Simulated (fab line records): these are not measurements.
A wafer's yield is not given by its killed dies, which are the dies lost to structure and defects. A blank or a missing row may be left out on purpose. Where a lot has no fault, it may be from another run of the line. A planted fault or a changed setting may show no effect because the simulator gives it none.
Chamber matching -- flow sky130 -- 3 sister chambers for SKY_PASSIVATION_CVD_00 on pecvd-03
The step deposits SiO2, target thk 90 nm. 3 wafers are shown with their chamber, then 8 later ones without.

## EACH WAFER AND ITS CHAMBER
wafer,chamber,heater-power-w (W)
L080.4,1,709
L082.4,2,559
L085.1,0,571

## WAFERS WITH NO CHAMBER GIVEN
wafer,heater-power-w (W)
L085.2,667
L085.3,578
L096.1,596
L096.3,606
L096.6,715
L097.2,687
L097.4,647
L097.6,696

## WHICH CHAMBER EACH ONE RAN IN
wafer,from the rows above,in truth
L085.2,can't be placed: 1 or 0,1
L085.3,can't be placed: 0 or 2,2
L096.1,can't be placed: 0 or 2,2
L096.3,can't be placed: 0 or 2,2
L096.6,1,1
L097.2,1,1
L097.4,can't be placed: 1 or 0 or 2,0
L097.6,1,1
Placed correctly: 3 of 8. Unplaceable from these rows: 5, with the true chamber sitting among the candidates in 5. Placed wrongly: 0.
How it was worked out, from the rows above alone: a wafer's distance from a chamber is the root of the sum, over the readings, of the square of ((its reading less the chamber's mean) divided by the reading's scatter). The wafer belongs to the nearest chamber; if the next one is less than 2 further off, it can't be placed. For every chamber, the mean is computed from those of its wafers that are shown. The scatter: root of mean squared gap, hidden wafer to nearest shown wafer, with one shown wafer a chamber.
